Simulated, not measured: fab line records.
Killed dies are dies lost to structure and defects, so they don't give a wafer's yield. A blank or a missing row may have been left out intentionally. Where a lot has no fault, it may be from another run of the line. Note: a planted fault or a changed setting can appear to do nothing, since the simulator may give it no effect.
Problem report in the 8D (eight disciplines) form, filled by code | flow gf180mcu | the parts of the form that need people (team, actions taken, sign-off) are left out

## 1. THE PROBLEM
Wafers without a fault read 532.0, standard deviation 0.74; wafer_temp_C_max at GF_SALICIDE_RTA_06 reads a mean of 439.6 on 6 wafers belonging to 2 lots. That is -99 or more standard deviations from the usual mean.
The step: time 30 s.
First observed at day 17 20:49: wafer L278.1, on rtp_anneal-01. At this step, 18 wafers from 6 lots have a number in the record. Rule for "out", or "out of limits": more than 4 standard deviations from the usual mean. All remaining wafers that have a number are taken as sound.

## 2. WHAT THIS IS AND IS NOT
question                    | is                               | is not
which readings at this step | wafer_temp_C_max, lamp_power_pct | -
which lots                  | L278, L279                       | L273, L290, L291, L292
which wafers of those lots  | all that have a number           | -
read on which tools         | rtp_anneal-01                    | rtp_anneal-02
when                        | from day 17 20:49                | up to then (3 sound wafers); but 9 sound wafers of L290, L291, L292 came after

## 3. THE SUSPECTS, EACH WITH WHAT RULES IT OUT
Counting: a tool at a process step up to the reading stays a suspect if it ran every lot that is out and no sound lot after the first of them.
- plasma_asher-04 at GF_SAB_STRIP_13 (strips in O2/N2): ruled out as a lasting fault. After its first lot that is out, L278 (day 17 20:23), sound lots L292 ran on it.
- rtp_anneal-01 at GF_SALICIDE_RTA_06 (time 30 s): ruled out as a lasting fault. After its first lot that is out, L278 (day 17 20:49), sound lots L291 ran on it.
Left after counting: nothing in the record.

## 4. THE CAUSE (what the simulator had put in)
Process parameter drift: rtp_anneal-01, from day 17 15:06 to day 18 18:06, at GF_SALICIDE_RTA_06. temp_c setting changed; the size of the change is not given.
Counting ruled it out, wrongly.

## 5. SEQUENCE OF EFFECTS, ordered by route
Each row: a reading whose mean over the struck wafers that have a number lies more than 3 standard deviations from the usual. Only readings for which the record gives a usual standard deviation are gone through. hours: the time from each lot's start at the first step in this table that gives one to its start at this step, as a median over the lots. sigmas: the change in usual standard deviations.
hours | step               | reading          | usual  | on struck wafers | change | sigmas
0     | GF_SALICIDE_RTA_06 | lamp_power_pct   | 5.29 % | 3.69             | -1.60  | -8.0
0     | GF_SALICIDE_RTA_06 | wafer_temp_C_max | 532.0  | 439.6            | -92.4  | -99 or more
It contains these process steps:
- GF_SALICIDE_RTA_06: time 30 s.

## 6. WHAT WOULD HAVE CAUGHT IT SOONER
First out-of-limits reading in this record: day 17 20:49, which is 6 hours after fault onset at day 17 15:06.
